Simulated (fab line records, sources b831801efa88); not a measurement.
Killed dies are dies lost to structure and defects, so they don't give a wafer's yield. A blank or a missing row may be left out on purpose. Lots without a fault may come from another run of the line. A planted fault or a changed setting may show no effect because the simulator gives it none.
Which tool did it? | flow gf180mcu | 14 lots, 42 wafers sampled, at 3 steps of a route of 602

WHAT THE GAUGES READ, wafer by wafer
GF_V2_CD_MEAS_14: target cd 260 nm.
lot  | measured     | on        | cd_nm (nm)
L154 | day 21 02:56 | cd_sem-01 | 260.7 261.5 260.8
L155 | day 21 10:04 | cd_sem-01 | 260.8 260.1 259.7
L156 | day 21 21:02 | cd_sem-02 | 259.6 259.4 258.4
L157 | day 21 21:41 | cd_sem-02 | 259.5 258.8 259.4
L158 | day 22 01:32 | cd_sem-02 | 260.7 261.1 260.6
L160 | day 22 14:38 | cd_sem-02 | 257.2 257.1 258.3
L162 | day 23 07:16 | cd_sem-01 | 260.4 260.3 259.9
L165 | day 24 05:36 | cd_sem-02 | - - -
L166 | day 24 22:14 | cd_sem-01 | - - -
L171 | day 26 05:40 | cd_sem-01 | 260.9 259.8 259.9
L172 | day 26 12:02 | cd_sem-01 | 261.3 260.1 261.2
L173 | day 26 15:23 | cd_sem-02 | 258.6 259.4 259.3
L176 | day 27 12:01 | cd_sem-02 | 259.6 258.9 260.1
L177 | day 27 16:41 | cd_sem-01 | 260.9 259.5 259.9

GF_V2_OVL_MEAS_15.
lot  | measured     | on         | V2_OVL (nm)
L154 | day 21 03:04 | overlay-01 | 3 2 7
L155 | day 21 10:10 | overlay-02 | -9 -7 -1
L156 | day 21 21:07 | overlay-02 | 0 8 4
L157 | day 21 21:49 | overlay-01 | -1 -4 0
L158 | day 22 01:39 | overlay-01 | 2 -10 -3
L160 | day 22 14:46 | overlay-02 | 5 5 9
L162 | day 23 07:23 | overlay-02 | 10 -1 7
L165 | day 24 05:43 | overlay-01 | - - -
L166 | day 24 22:21 | overlay-02 | - - -
L171 | day 26 05:46 | overlay-01 | -3 -7 8
L172 | day 26 12:09 | overlay-01 | -3 3 2
L173 | day 26 15:31 | overlay-02 | -4 0 -4
L176 | day 27 12:07 | overlay-02 | -5 0 6
L177 | day 27 16:46 | overlay-02 | 0 -7 3

WHICH TOOL RAN EACH LOT (tool, then ch and the chambers of the sampled wafers, then the start)
lot  | GF_V2_PEB_12
L154 | litho_track-03 ch 0, day 21 02:35
L155 | litho_track-02 ch 0, day 21 09:43
L156 | litho_track-03 ch 0, day 21 20:42
L157 | litho_track-03 ch 0, day 21 21:20
L158 | litho_track-01 ch 0, day 22 01:11
L160 | litho_track-03 ch 0, day 22 14:17
L162 | litho_track-02 ch 0, day 23 06:47
L165 | litho_track-01, day 24 05:16
L166 | litho_track-01, day 24 21:53
L171 | litho_track-02 ch 0, day 26 05:21
L172 | litho_track-01 ch 0, day 26 11:41
L173 | litho_track-03 ch 0, day 26 15:02
L176 | litho_track-03 ch 0, day 27 11:40
L177 | litho_track-02 ch 0, day 27 16:23
- GF_V2_PEB_12: peb time 87.81 s.

WHAT THE TOOLS THEMSELVES READ (means of the sampled wafers that have a number; where no wafer has one, the mark that the record gives instead)
GF_V2_PEB_12.
lot  | tool           | chill_plate_temp_C (C) | exhaust_pa (Pa)
L154 | litho_track-03 | 23.09                  | 46.0
L155 | litho_track-02 | 23.07                  | 45.6
L156 | litho_track-03 | 22.79                  | 45.1
L157 | litho_track-03 | 23.07                  | 45.2
L158 | litho_track-01 | 23.17                  | 44.6
L160 | litho_track-03 | 22.99                  | 45.6
L162 | litho_track-02 | 22.92                  | 45.7
L165 | litho_track-01 | -                      | -
L166 | litho_track-01 | -                      | -
L171 | litho_track-02 | 23.05                  | 44.8
L172 | litho_track-01 | 22.97                  | 45.7
L173 | litho_track-03 | 22.95                  | 46.5
L176 | litho_track-03 | 23.08                  | 44.2
L177 | litho_track-02 | 22.98                  | 44.0

THE ANSWER, worked out from the rows above alone
Rule: what is usual is taken from the lots themselves. Put in order of their means at a reading, lots are off if they are a third of the lots or fewer, leave a main group of 4 or more, and stand apart from it by a gap of 3 or more times the standard deviation of the main group's means; of several such gaps the widest counts. A main group whose means are all the same, to the digits that the tables above print for the reading, isn't used. A lot without any number at a reading at which 4 lots or more have one is off too. The other lots that the step has rows for count as sound. The gauges are gone through in route order, then the tools' own readings, and for those a lot's mean is taken as printed above. The first step at which some lot is off is used, and at that step the reading that is off furthest; a lot without a number counts as furthest.
Off: L165, L166, at GF_V2_CD_MEAS_14 (cd_nm). Without a number there: L165, L166. The main group: mean 259.8 nm, standard deviation 0.94.
A tool fits if, at a process step before that reading, it ran every lot that is off, and no sound lot after the first of them. The gauges at GF_V2_CD_MEAS_14 aren't tried: what is off there is off at GF_V2_OVL_MEAS_15 too, on other tools, and a gauge's error can't cause that. None of those tried fits.

WHAT THE SIMULATOR HAD PUT IN
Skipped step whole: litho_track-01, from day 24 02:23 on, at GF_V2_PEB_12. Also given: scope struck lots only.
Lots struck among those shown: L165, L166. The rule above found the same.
